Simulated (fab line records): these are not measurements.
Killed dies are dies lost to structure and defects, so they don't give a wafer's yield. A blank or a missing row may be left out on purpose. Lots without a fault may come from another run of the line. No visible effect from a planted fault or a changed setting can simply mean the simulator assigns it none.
Comparing a struck lot with a sound one | flow sky130 | 18 out of 708 route steps
Sound: the wafers L824.1, L824.3, L824.5. Wafers L820.2, L820.3, L820.6 were the ones struck. The cause is named last.
Each step with rows lists, per side, the tool, then ch with its chambers, then its first start. Under that, the readings that differ: sound wafers | struck wafers | difference of the means | sigmas: that difference in standard deviations of wafers without a fault.
alike: readings with means less than 2 such deviations apart, plus words and numbers identical on both sides. not compared: withheld readings, readings lacking a value on some wafer, bounds such as >300 that could conceal the same value, and numbers that have no deviation in the record and whose values overlap.
The two part at a step that has a row with sigmas, a row that says differs or no value, or rows on one side only. Non-overlapping numbers with no deviation appear without sigmas and do not part them. A reading missing from all wafers of one side parts the sides only when that side holds two or more wafers.

first, 1 step without rows for these wafers: SKY_NWELL_IMPLANT_24.
SKY_NWELL_STRIP_25: strips in O2/N2.
  sound on plasmaAsher-03 ch 0,1, day 8 12:25; struck on plasmaAsher-03 ch 0, day 7 03:31
  alike: chamberPressureMTorr, drypumpMotorCurrentA, oesProductAu, stripTimeToEndpointS
  not compared: rfHoursCounterH
SKY_NWELL_TW_MEAS_26:
  sound: filmMetro-04 at day 8 12:31; struck: filmMetro-02 at day 7 03:38
  alike: NWELL_2_TW
then, 1 step without rows for these wafers: SKY_NWELL_CLEAN_27 (cleans in SC1/SC2, time 150 s).
SKY_NWELL_RTA_28: time 30 s.
  sound on rtpAnneal-02 ch 0, day 8 12:38; struck on rtpAnneal-02 ch 0, day 7 03:44
  alike: lampPowerPct, wafer_temp_C_max
SKY_NWELL_RS_MEAS_29: a four-point-probe measurement.
  sound: filmMetro-04 at day 8 12:44; struck: filmMetro-01 at day 7 03:51
  alike: NWELL_RS
SKY_NWELL_RS_MEAS_31: a four-point-probe measurement.
  sound: filmMetro-04 at day 8 12:58; struck: filmMetro-01 at day 7 04:05
  alike: PWDE_RS
then, 4 steps without rows for these wafers: SKY_VT_ADJUST_HVTP_DEHYDRATE_00 (time 60 s); SKY_VT_ADJUST_HVTP_HMDS_01 (prime time 60 s); SKY_VT_ADJUST_HVTP_COAT_02 (resist thk 1140 nm); SKY_VT_ADJUST_HVTP_SOFTBAKE_03 (time 60 s).
SKY_VT_ADJUST_HVTP_EXPOSE_04: exposes mask HVTPM, target cd 380 nm.
  sound on ilineStepper-01 ch 0, day 8 23:41; struck on ilineStepper-02 ch 0, day 7 14:46
reading                              | sound                | struck      | difference | sigmas
model.VT_ADJUST_HVTP.overlayXNm (nm) | -1.057 -1.057 -1.057 | 233 233 233 | +234       | 
  alike: mask, exposureDoseMJCm2
then, 2 steps without rows for these wafers: SKY_VT_ADJUST_HVTP_PEB_05; SKY_VT_ADJUST_HVTP_DEVELOP_06 (develop time 60 s).
SKY_VT_ADJUST_HVTP_CD_MEAS_07: target cd 380 nm.
  sound: cdSem-02 at day 9 11:35; struck: cdSem-01 at day 8 01:19
  alike: cdNm
SKY_VT_ADJUST_HVTP_OVL_MEAS_08:
  sound: overlay-01 at day 9 11:42; struck: overlay-02 at day 8 01:25
reading                 | sound          | struck            | difference | sigmas
VT_ADJUST_HVTP_OVL (nm) | -3.2 -1.4 -2.3 | 233.1 232.3 233.5 | +235.3     | +99 or more
then, 1 step without rows for these wafers: SKY_VT_ADJUST_HVTP_IMPLANT_09.
-- a jump in the record: the struck wafers' starts before and after are 40 days apart (it breaks off in module VT_ADJUST_HVTP and resumes in module PAD_OPEN, where the first step shown is number 708 of the route) --
SKY_PAD_OPEN_PROBE_99:
  sound: prober-02 at day 49 02:06; struck: prober-01 at day 47 15:17
reading          | sound    | struck      | difference | sigmas
killedAtFrontEnd | 17 14 17 | 120 116 99  | +96        | +21
killedDies       | 79 87 77 | 194 188 163 | +101       | +11
killedOnRim      | 12 17 15 | 47 34 30    | +22        | +6
  alike: killed_at_M0_to_M3, killed_at_M4_up, killedAtContacts, killedAtOther, killedOpen, killedShort

WHERE THEY PART
Last at SKY_PAD_OPEN_PROBE_99 as far as this record goes, first at SKY_VT_ADJUST_HVTP_OVL_MEAS_08.

WHY: the cause the simulator had injected
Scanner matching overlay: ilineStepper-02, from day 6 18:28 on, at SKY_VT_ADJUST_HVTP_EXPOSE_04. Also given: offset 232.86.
